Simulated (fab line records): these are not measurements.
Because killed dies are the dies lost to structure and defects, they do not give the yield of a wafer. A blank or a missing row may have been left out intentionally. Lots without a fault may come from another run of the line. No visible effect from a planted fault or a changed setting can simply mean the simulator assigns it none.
Code-filled problem report in 8D (eight disciplines) form :: flow gf180mcu :: the parts of the form that need people (team, actions taken, sign-off) are left out

== 1. THE ISSUE ==
Wafers free of any fault read 46.13 ohm/sq (standard deviation 0.086) for NSD_RS at GF_PSD_RS_MEAS_14, against a mean of 40.43 ohm/sq on 9 wafers of 3 lots. That is -66 standard deviations from the usual mean.
The step: measures by four-point-probe.
Seen first at day 18 03:44 on film-metro-02, wafer L334.1. At this step, 21 wafers from 7 lots have a number in the record. By rule, "out" or "out of limits" means more than 4 standard deviations away from the usual mean. The other wafers with a number count as sound.

== 2. WHAT IT IS AND WHAT IT IS NOT ==
question: which readings at this step
is: NSD_RS
is not: -

question: which lots
is: L334, L335, L336
is not: L323, L337, L340, L346

question: which wafers of those lots
is: all that have a number
is not: -

question: read on which gauges
is: film-metro-01, film-metro-02, film-metro-04
is not: -

question: when
is: from day 18 03:44
is not: up to then (3 sound wafers); but 9 sound wafers of L337, L340, L346 came after

== 3. THE SUSPECTS, EACH WITH WHAT RULES IT OUT ==
Counting: a tool at a process step up to the reading stays a suspect if it ran every lot that is out and no sound lot after the first of them.
- ruled out: the gauge at GF_PSD_RS_MEAS_14. The wafers that are out were read on 3 gauges (film-metro-01, film-metro-02, film-metro-04).
- plasma-asher-03 at GF_PSD_STRIP_10 (strips in O2/N2): ruled out as a lasting fault. Sound lots L337 ran on it after its first lot that is out, L334 (day 18 03:22).
- rtp-anneal-02 at GF_PSD_RTA_13 (time 20 s): ruled out as a lasting fault. Sound lots L346 ran on it after its first lot that is out, L334 (day 18 03:34).
Left after counting: nothing in the record.

== 4. THE CAUSE (what the simulator had put in) ==
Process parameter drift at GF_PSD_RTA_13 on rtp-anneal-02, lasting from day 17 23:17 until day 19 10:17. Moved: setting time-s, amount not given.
The count ruled it out by mistake, since the rule takes a fault to strike every lot its tool runs from the start of the fault on, and this one did not do so.

== 5. SEQUENCE OF EFFECTS, ordered by route ==
One row per reading whose mean, taken over the struck wafers that have a number, lies over 3 standard deviations from the usual. Readings are gone through only where the record gives a usual standard deviation; hours: the median, over the lots, of the time from a lot's start at the first step in this table giving one to that lot's start at this step; sigmas: the change measured in usual standard deviations.
hours: 0
step: GF_PSD_RTA_13
reading: run-length-s
usual: 49.1 s
on struck wafers: 85.2
change: +36.1
sigmas: +47

hours: 0
step: GF_PSD_RS_MEAS_14
reading: NSD_RS
usual: 46.13 ohm/sq
on struck wafers: 40.43
change: -5.70
sigmas: -66

hours: 0
step: GF_PSD_RS_MEAS_15
reading: PSD_RS
usual: 108.56 ohm/sq
on struck wafers: 98.25
change: -10.31
sigmas: -37
Its process steps:
- GF_PSD_RTA_13: time 20 s.

== 6. HOW IT WOULD HAVE BEEN CAUGHT EARLIER ==
4 hours passed between the start of the fault at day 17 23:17 and the first reading out of limits at a measuring or inspecting step in this record, taken at day 18 03:44.
Tool's own readings at GF_PSD_RTA_13, run-length-s: out on all struck wafers the step has rows for; an alarm limit on them would have tripped on the first.
